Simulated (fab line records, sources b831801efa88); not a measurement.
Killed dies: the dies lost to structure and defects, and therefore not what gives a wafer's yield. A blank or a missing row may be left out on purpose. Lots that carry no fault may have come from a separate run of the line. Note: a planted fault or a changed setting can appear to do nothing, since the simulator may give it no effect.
Check of tool commonality || flow sky130 || 13 lots, 39 wafers sampled

== THE REASON FOR OPENING IT ==
Of 13 lots, 2 have the reading SD_N_RS flagged at SKY_SD_N_RS_MEAS_16. Wafers without a fault read 68.55 ohm/sq, standard deviation 0.13.
Rule: a lot is flagged when every wafer of it that has a number lies more than 4 standard deviations from that mean, or none has a number. The other lots count as sound.

{"lot": "L682", "measured": "day 28 18:23", "on": "filmMetro-02", "SD_N_RS (ohm/sq), wafer by wafer": "68.68 68.59 68.72", "flag": ""}
{"lot": "L685", "measured": "day 30 07:07", "on": "filmMetro-01", "SD_N_RS (ohm/sq), wafer by wafer": "68.39 68.55 68.65", "flag": ""}
{"lot": "L686", "measured": "day 30 15:40", "on": "filmMetro-02", "SD_N_RS (ohm/sq), wafer by wafer": "68.81 68.96 68.85", "flag": ""}
{"lot": "L687", "measured": "day 30 19:26", "on": "filmMetro-04", "SD_N_RS (ohm/sq), wafer by wafer": "68.54 68.71 68.48", "flag": ""}
{"lot": "L689", "measured": "day 31 10:41", "on": "filmMetro-04", "SD_N_RS (ohm/sq), wafer by wafer": "68.56 68.65 68.49", "flag": ""}
{"lot": "L690", "measured": "day 31 17:23", "on": "filmMetro-04", "SD_N_RS (ohm/sq), wafer by wafer": "68.46 68.55 68.54", "flag": ""}
{"lot": "L691", "measured": "day 32 02:35", "on": "filmMetro-04", "SD_N_RS (ohm/sq), wafer by wafer": "68.36 68.35 68.47", "flag": ""}
{"lot": "L692", "measured": "day 32 12:02", "on": "filmMetro-01", "SD_N_RS (ohm/sq), wafer by wafer": "68.86 68.72 68.64", "flag": ""}
{"lot": "L693", "measured": "day 33 01:32", "on": "filmMetro-02", "SD_N_RS (ohm/sq), wafer by wafer": "68.71 68.80 68.74", "flag": ""}
{"lot": "L694", "measured": "day 33 03:34", "on": "filmMetro-01", "SD_N_RS (ohm/sq), wafer by wafer": "68.67 68.72 68.56", "flag": ""}
{"lot": "L701", "measured": "day 35 12:50", "on": "filmMetro-04", "SD_N_RS (ohm/sq), wafer by wafer": "71.58 71.63 71.76", "flag": "FLAGGED"}
{"lot": "L702", "measured": "day 35 20:20", "on": "filmMetro-01", "SD_N_RS (ohm/sq), wafer by wafer": "71.75 71.73 71.74", "flag": "FLAGGED"}
{"lot": "L705", "measured": "day 36 19:05", "on": "filmMetro-01", "SD_N_RS (ohm/sq), wafer by wafer": "68.58 68.45 68.50", "flag": ""}
The numbers of the flagged lots are 71.70 ohm/sq on average: +3.15 ohm/sq against the usual, or +24 standard deviations.

== WHICH TOOL EACH LOT WENT THROUGH ==
The record holds 1 process step before the reading, out of a route of 708 steps. Cell contents, in order: the tool; ch with the chambers the sampled wafers went through; the start.
{"lot": "L682", "flag": "", "SKY_SD_N_RTA_14": "rtpAnneal-02 ch 0, day 28 18:13"}
{"lot": "L685", "flag": "", "SKY_SD_N_RTA_14": "rtpAnneal-01 ch 0, day 30 06:56"}
{"lot": "L686", "flag": "", "SKY_SD_N_RTA_14": "rtpAnneal-02 ch 0, day 30 15:28"}
{"lot": "L687", "flag": "", "SKY_SD_N_RTA_14": "rtpAnneal-01 ch 0, day 30 19:16"}
{"lot": "L689", "flag": "", "SKY_SD_N_RTA_14": "rtpAnneal-01 ch 0, day 31 10:31"}
{"lot": "L690", "flag": "", "SKY_SD_N_RTA_14": "rtpAnneal-02 ch 0, day 31 17:13"}
{"lot": "L691", "flag": "", "SKY_SD_N_RTA_14": "rtpAnneal-01 ch 0, day 32 02:25"}
{"lot": "L692", "flag": "", "SKY_SD_N_RTA_14": "rtpAnneal-02 ch 0, day 32 11:52"}
{"lot": "L693", "flag": "", "SKY_SD_N_RTA_14": "rtpAnneal-01 ch 0, day 33 01:22"}
{"lot": "L694", "flag": "", "SKY_SD_N_RTA_14": "rtpAnneal-02 ch 0, day 33 03:22"}
{"lot": "L701", "flag": "FLAGGED", "SKY_SD_N_RTA_14": "rtpAnneal-02 ch 0, day 35 12:40"}
{"lot": "L702", "flag": "FLAGGED", "SKY_SD_N_RTA_14": "rtpAnneal-02 ch 0, day 35 20:10"}
{"lot": "L705", "flag": "", "SKY_SD_N_RTA_14": "rtpAnneal-01 ch 0, day 36 18:55"}
What the steps here do:
- SKY_SD_N_RTA_14: time 2 s.
- SKY_SD_N_RS_MEAS_16: measures by four-point-probe.

== FLAGGED AGAINST TOTAL, ONE TOOL AT A TIME (gauges that did the reading follow at the end) ==
{"step": "SKY_SD_N_RTA_14", "tool": "rtpAnneal-01", "lots run": 6, "flagged": 0, "share of the flagged lots": "none", "sound lots run after its first flagged lot": "-"}
{"step": "SKY_SD_N_RTA_14", "tool": "rtpAnneal-02", "lots run": 7, "flagged": 2, "share of the flagged lots": "all", "sound lots run after its first flagged lot": 0}
{"step": "SKY_SD_N_RS_MEAS_16", "tool": "filmMetro-01", "lots run": 5, "flagged": 1, "share of the flagged lots": "some", "sound lots run after its first flagged lot": "1 (L705)"}
{"step": "SKY_SD_N_RS_MEAS_16", "tool": "filmMetro-02", "lots run": 3, "flagged": 0, "share of the flagged lots": "none", "sound lots run after its first flagged lot": "-"}
{"step": "SKY_SD_N_RS_MEAS_16", "tool": "filmMetro-04", "lots run": 5, "flagged": 1, "share of the flagged lots": "some", "sound lots run after its first flagged lot": 0}

== WHAT THE TABLE PERMITS ==
1 row of the table ran every flagged lot: rtpAnneal-02 at SKY_SD_N_RTA_14.
- rtpAnneal-02 at SKY_SD_N_RTA_14: 2 of its 7 lots flagged. A fault beginning between L694 (day 33 03:22), its last sound lot, and L701 (day 35 12:40), its first flagged one, fits the data. Its own readings (lampPowerPct) fall more than 4 standard deviations out on all wafers of the flagged lots.
One tool is left: rtpAnneal-02 at SKY_SD_N_RTA_14.

== WHAT THE SIMULATOR HAD PUT IN ==
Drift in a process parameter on rtpAnneal-02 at SKY_SD_N_RTA_14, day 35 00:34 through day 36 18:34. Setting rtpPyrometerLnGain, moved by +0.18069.
Struck lots among those shown: L701, L702. The rule above found the same.
